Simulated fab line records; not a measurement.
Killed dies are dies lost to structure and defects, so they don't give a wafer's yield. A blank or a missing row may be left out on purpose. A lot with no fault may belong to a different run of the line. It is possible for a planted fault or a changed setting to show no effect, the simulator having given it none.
Which tool did it?	flow gf180mcu	20 wafers from 7 lots sampled at 2 of the route's 602 steps

## WHAT THE GAUGES READ, wafer by wafer
GF_M3_OVL_MEAS_15.
lot	measured	on	M3_OVL (nm)
L761	day 22 05:28	overlay-01	-12 -10 -12
L763	day 23 09:11	overlay-02	-4 -8 1
L768	day 25 08:24	overlay-02	4 -5 -9
L770	day 25 15:13	overlay-02	-5 4 -1
L773	day 26 14:16	overlay-01	5 8 8
L775	day 26 23:08	overlay-02	-4 4
L781	day 28 18:26	overlay-01	-13 -6 -10

## WHAT TOOL EACH LOT RAN ON (gives the tool, then ch and the chambers of the sampled wafers, and finally the start)
lot	GF_M3_SPUTTER_02
L761	pvd-sputter-02, day 21 06:02
L763	pvd-sputter-01, day 22 10:45
L768	pvd-sputter-01, day 24 10:24
L770	pvd-sputter-03, day 24 16:57
L773	pvd-sputter-03, day 25 17:07
L775	pvd-sputter-02, day 26 02:22
L781	pvd-sputter-01, day 27 23:04
- GF_M3_SPUTTER_02: material AlCu, target thk 450 nm, time 23.9 s.

## THE ANSWER, worked out from the rows above alone
Rule: usual is defined by the lots themselves. Put in order of their means at a reading, lots are off if they are a third of the lots or fewer, leave a main group of 4 or more, and stand apart from it by a gap of 3 or more times the standard deviation of the main group's means; of several such gaps the widest counts. A main group whose means are all the same, to the digits that the tables above print for the reading, isn't used. Also off: a lot with no number at a reading for which 4 or more lots have one. Any other lot the step has rows for is counted as sound.
Across all readings shown, no lot is off: no conclusion can be drawn from this.

## WHAT HAD BEEN PUT IN BY THE SIMULATOR
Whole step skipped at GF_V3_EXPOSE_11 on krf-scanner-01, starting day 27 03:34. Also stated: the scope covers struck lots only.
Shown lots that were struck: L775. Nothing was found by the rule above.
